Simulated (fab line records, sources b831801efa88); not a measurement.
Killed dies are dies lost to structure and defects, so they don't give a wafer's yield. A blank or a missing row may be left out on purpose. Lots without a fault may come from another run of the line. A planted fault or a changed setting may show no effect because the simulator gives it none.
Which tool did it? | flow sky130 | 12 lots, 36 wafers sampled, at 3 steps of a route of 708

WHAT THE GAUGES READ, wafer by wafer
SKY_LI_CONTACT_OVL_MEAS_13.
lot  | measured     | on         | LI_CONTACT_OVL (nm)
L653 | day 28 11:27 | overlay-02 | 2 -8 -5
L656 | day 30 03:26 | overlay-01 | 1 3 -2
L659 | day 30 21:50 | overlay-01 | -6 -5 1
L660 | day 31 08:14 | overlay-01 | 10 1 10
L661 | day 31 16:53 | overlay-02 | 8 3 -2
L662 | day 32 04:47 | overlay-02 | 0 -10 -3
L664 | day 32 20:32 | overlay-02 | 6 2 5
L666 | day 33 11:21 | overlay-02 | -7 -10 -5
L672 | day 35 08:57 | overlay-02 | -11 1 0
L674 | day 35 23:42 | overlay-02 | 2 -6 -1
L675 | day 36 09:39 | overlay-02 | -4 0 -5
L676 | day 36 14:12 | overlay-01 | -5 -8 -11

SKY_LOCAL_INTERCONNECT_CD_MEAS_11: target cd 170 nm.
lot  | measured     | on        | cd_nm (nm)
L653 | day 29 16:56 | cd_sem-02 | 170.3 171.8 170.2
L656 | day 31 08:46 | cd_sem-01 | 169.5 169.6 171.2
L659 | day 32 03:25 | cd_sem-02 | 165.6 167.9 169.0
L660 | day 32 13:43 | cd_sem-01 | 170.1 168.9 168.9
L661 | day 32 22:22 | cd_sem-02 | 171.6 171.7 171.1
L662 | day 33 10:01 | cd_sem-02 | 170.0 169.3 170.4
L664 | day 34 01:22 | cd_sem-02 | 170.6 172.6 172.8
L666 | day 34 15:39 | cd_sem-02 | 169.6 169.1 168.5
L672 | day 36 12:56 | cd_sem-01 | 170.7 169.9 169.4
L674 | day 37 02:48 | cd_sem-01 | 169.1 167.9 168.0
L675 | day 37 13:55 | cd_sem-01 | 169.8 170.6 170.8
L676 | day 37 17:44 | cd_sem-01 | 171.3 169.7 170.2

WHICH TOOL RAN EACH LOT (tool, then ch and the chambers of the sampled wafers, then the start)
lot  | SKY_LI_CONTACT_CVD_21
L653 | cvd_w-01 ch 0,1, day 28 12:02
L656 | cvd_w-02 ch 0,1, day 30 04:03
L659 | cvd_w-01 ch 1, day 30 22:25
L660 | cvd_w-01 ch 0,1, day 31 08:50
L661 | cvd_w-02 ch 0,1, day 31 17:28
L662 | cvd_w-01 ch 0,1, day 32 05:23
L664 | cvd_w-02 ch 0,1, day 32 21:08
L666 | cvd_w-02 ch 0,1, day 33 12:00
L672 | cvd_w-01 ch 0,1, day 35 09:33
L674 | cvd_w-02 ch 0,1, day 36 00:20
L675 | cvd_w-01 ch 0,1, day 36 10:17
L676 | cvd_w-02 ch 0,1, day 36 14:49
- SKY_LI_CONTACT_CVD_21: deposits W, target thk 400 nm, time 120.56 s.

WHAT THE TOOLS THEMSELVES READ (means of the sampled wafers that have a number; where no wafer has one, the mark that the record gives instead)
SKY_LI_CONTACT_CVD_21.
lot  | tool     | heater_power_w (W)
L653 | cvd_w-01 | 804
L656 | cvd_w-02 | 764
L659 | cvd_w-01 | 827
L660 | cvd_w-01 | 805
L661 | cvd_w-02 | 748
L662 | cvd_w-01 | 820
L664 | cvd_w-02 | 746
L666 | cvd_w-02 | 781
L672 | cvd_w-01 | 814
L674 | cvd_w-02 | 759
L675 | cvd_w-01 | 826
L676 | cvd_w-02 | 752

THE ANSWER, worked out from the rows above alone
Rule: what is usual is taken from the lots themselves. Put in order of their means at a reading, lots are off if they are a third of the lots or fewer, leave a main group of 4 or more, and stand apart from it by a gap of 3 or more times the standard deviation of the main group's means; of several such gaps the widest counts. A main group whose means are all the same, to the digits that the tables above print for the reading, isn't used. A lot without any number at a reading at which 4 lots or more have one is off too. The other lots that the step has rows for count as sound. The gauges are gone through in route order, then the tools' own readings, and for those a lot's mean is taken as printed above. The first step at which some lot is off is used, and at that step the reading that is off furthest; a lot without a number counts as furthest.
No lot is off at any reading shown: from this, nothing can be told.

WHAT THE SIMULATOR HAD PUT IN
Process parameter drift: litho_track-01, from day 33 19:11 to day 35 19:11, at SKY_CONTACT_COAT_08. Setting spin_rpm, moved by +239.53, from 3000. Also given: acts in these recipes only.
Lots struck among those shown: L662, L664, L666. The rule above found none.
